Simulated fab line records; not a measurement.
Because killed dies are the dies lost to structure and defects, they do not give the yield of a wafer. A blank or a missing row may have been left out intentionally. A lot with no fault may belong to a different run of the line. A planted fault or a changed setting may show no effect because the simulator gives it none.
A lot that was struck, set against a sound lot -- flow sky130 -- 24 out of 708 route steps
Sound: wafers L118.1, L118.2, L118.5. Wafers L126.2, L126.3, L126.5 were the ones struck. The cause comes at the end.
For every step that has rows: the tool of each side, followed by ch and its chambers, followed by its first start. Under that, the readings that differ: sound wafers -- struck wafers -- difference of the means -- sigmas: that difference in standard deviations of wafers without a fault.
alike: readings with means less than 2 such deviations apart, plus words and numbers identical on both sides. not compared: withheld readings, readings lacking a value on some wafer, bounds such as >300 that could conceal the same value, and numbers that have no deviation in the record and whose values overlap.
Wherever a step has rows on one side only, a row that says differs or no value, or a row with sigmas, the two part there. Numbers that have no deviation but don't overlap get no sigmas and don't part them. A reading that every wafer of one side lacks parts them only if that side has two wafers or more.

first, 8 steps without rows for these wafers: SKY_FIELD_ISO_DEHYDRATE_05 (time 60 s); SKY_FIELD_ISO_HMDS_06 (prime time 60 s); SKY_FIELD_ISO_COAT_07 (resist thk 60.89 nm); SKY_FIELD_ISO_COAT_08 (resist thk 450 nm); SKY_FIELD_ISO_SOFTBAKE_09 (time 90 s); SKY_FIELD_ISO_EXPOSE_10 (exposes mask FOM, target cd 150 nm); SKY_FIELD_ISO_PEB_11; SKY_FIELD_ISO_DEVELOP_12 (develop time 60 s).
SKY_FIELD_ISO_CD_MEAS_13 targets a cd of 150 nm.
  struck on cd_sem-01, day 4 03:14; sound on cd_sem-02, day 2 11:58
  alike: cd_nm
SKY_FIELD_ISO_ETCH_14: etches BARC in N2/H2, stops on SiO2, time 45.9 s, target depth 60 nm.
  sound on rie_diel-02 ch 2,3, day 2 12:05; struck on rie_diel-02 ch 0,1,2, day 4 03:20
  alike: bias_w, chamber_pressure_mTorr, drypump_motor_current_A, oes_product_au, throttle_valve_pct
  not compared: rf_hours_counter_h
SKY_FIELD_ISO_ETCH_15: etches the open film in CHF3/O2, stops on Si, target depth 180 nm, time 72 s.
  sound on rie_diel-02 ch 2,3, day 2 12:07; struck on rie_diel-02 ch 0,1,2, day 4 03:22
  alike: O2_flow_sccm, bias_w, drypump_motor_current_A, oes_product_au, throttle_valve_pct
  not compared: rf_hours_counter_h
SKY_FIELD_ISO_STRIP_16: strips in O2/N2.
  sound on plasma_asher-03 ch 0,1, day 2 12:10; struck on plasma_asher-01 ch 0,1, day 4 03:25
  alike: drypump_motor_current_A, oes_product_au, strip_time_to_endpoint_s
  not compared: rf_hours_counter_h
SKY_FIELD_ISO_ETCH_17: etches Si in HBr/Cl2/O2, target depth 342 nm, time 97.7 s.
  sound on rie_si-01 ch 1,2, day 2 12:16; struck on rie_si-01 ch 0,2,3, day 4 03:31
  no value came back on the struck wafers for any of 5 readings (HBr_flow_sccm (sccm), O2_flow_sccm (sccm) and others); on the sound wafers HBr_flow_sccm (sccm) reads 150.8 150.6 150.4
reading,sound,struck,difference,sigmas
model.Si3N4_of_FIELD_ISO_CVD_03.thk_nm (nm),148.7 150.2 150,164.2 164.5 163.4,+14.4,
  not compared: rf_hours_counter_h
then, 7 steps without rows for these wafers: SKY_FIELD_ISO_WET_ETCH_18 (etches Si3N4 in H3PO4, target depth 25 nm, time 286 s); SKY_FIELD_ISO_CLEAN_19 (cleans in SC1/SC2, time 150 s); SKY_FIELD_ISO_CLEAN_20 (cleans in dHF, time 20 s); SKY_FIELD_ISO_WET_ETCH_21 (etches SiO2 in dHF, target depth 20 nm, time 400 s); SKY_FIELD_ISO_OXIDATION_22 (stabilise 600 s, purge 300 s, target thk 10 nm); SKY_FIELD_ISO_CVD_24 (deposits SiO2, target thk 595 nm, time 99.2 s); SKY_FIELD_ISO_ANNEAL_26 (time 1800 s).
SKY_FIELD_ISO_CMP_27: polishes, stops on Si3N4, t overpolish 16 s, target thk 457.8 nm.
  sound on cmp-02 ch 0,2,3, day 2 18:22; struck on cmp-01 ch 0,2, day 4 09:33
  alike: motor_current_A, retaining_ring_pressure_frac, slurry_filter_dp_kPa
SKY_FIELD_ISO_WET_ETCH_28: etches SiO2 in dHF, target depth 23.7 nm, time 47 s.
  sound on wet_bench-04 ch 3, day 2 18:40; struck on wet_bench-01 ch 3, day 4 09:51
reading,sound,struck,difference,sigmas
model.Si3N4_of_FIELD_ISO_CVD_03.thk_nm (nm),116.6 118.1 118,132.7 132.9 131.9,+14.9,
  alike: bath_heat_duty_pct, run_length_s
then, 1 step without rows for these wafers: SKY_FIELD_ISO_WET_ETCH_29 (etches Si3N4 in H3PO4, target depth 160 nm, time 1825 s).
-- here the record skips 44 days between the struck wafers' starts before and after, leaving off in module FIELD_ISO and picking up in module PAD_OPEN (first step shown: number 708 of the route) --
SKY_PAD_OPEN_PROBE_99:
  struck on prober-01, day 48 08:11; sound on prober-02, day 46 09:04
reading,sound,struck,difference,sigmas
killed_at_front_end,15 18 16,415 442 396,+401,+98
killed_dies,86 88 89,492 492 492,+404,+46
killed_on_rim,14 17 18,96 96 96,+80,+23
  alike: killed_at_M0_to_M3, killed_at_M4_up, killed_at_contacts, killed_at_other, killed_open, killed_short

## WHERE THEY PART
Earliest at SKY_FIELD_ISO_ETCH_17; latest, in this record, at SKY_PAD_OPEN_PROBE_99.

WHY: the cause the simulator had injected
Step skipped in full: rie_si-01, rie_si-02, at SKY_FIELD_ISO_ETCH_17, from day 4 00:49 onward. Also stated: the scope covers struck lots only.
